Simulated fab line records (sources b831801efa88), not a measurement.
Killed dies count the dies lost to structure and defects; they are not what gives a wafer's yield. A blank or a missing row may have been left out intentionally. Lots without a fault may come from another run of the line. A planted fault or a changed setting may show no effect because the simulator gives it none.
Matching of chambers    flow gf180mcu    GF_V1_CMP_04 on cmp-02: 4 sister chambers
The step polishes SiO2. 8 wafers are shown with their chamber, then 9 later ones without.

## WAFERS, EACH WITH ITS CHAMBER
wafer   chamber  motor current A (A)  slurry flow ml min
L943.2  3        10.6                 149.2
L947.3  1        13.6                 149.8
L947.5  3        10.5                 149.7
L950.5  0        12.0                 149.6
L953.6  2        15.2                 149.5
L961.1  1        13.9                 149.1
L961.3  0        11.9                 150.3
L961.4  2        15.2                 149.6

## WAFERS MISSING THEIR CHAMBER
wafer   motor current A (A)  slurry flow ml min
L963.1  12.5                 151.1
L963.3  16.0                 150.0
L963.6  10.6                 150.2
L964.3  15.6                 150.7
L964.4  11.3                 149.8
L964.6  14.8                 150.3
L965.1  13.7                 149.5
L965.2  14.9                 149.9
L965.6  10.2                 149.9

## CHAMBER TAKEN BY EACH
wafer   from the rows above      in truth
L963.1  0                        0
L963.3  2                        2
L963.6  3                        3
L964.3  2                        2
L964.4  can't be placed: 0 or 3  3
L964.6  2                        2
L965.1  1                        1
L965.2  2                        2
L965.6  3                        3
Correctly placed: 8 of 9. Not placeable from these rows: 1 (in 1, the candidates include the true chamber). Number placed wrongly: 0.
How it was worked out, from the rows above alone: a wafer's distance from a chamber is the root of the sum, over the readings, of the square of ((its reading less the chamber's mean) divided by the reading's scatter). If the next closest chamber is less than 2 further off than the closest, the wafer can't be placed; otherwise it belongs to the closest. Each chamber's mean is taken over the wafers shown for it. The scatter: the root of (the sum of the squares of (reading less its chamber's mean) over the shown wafers, divided by (wafers less chambers)).
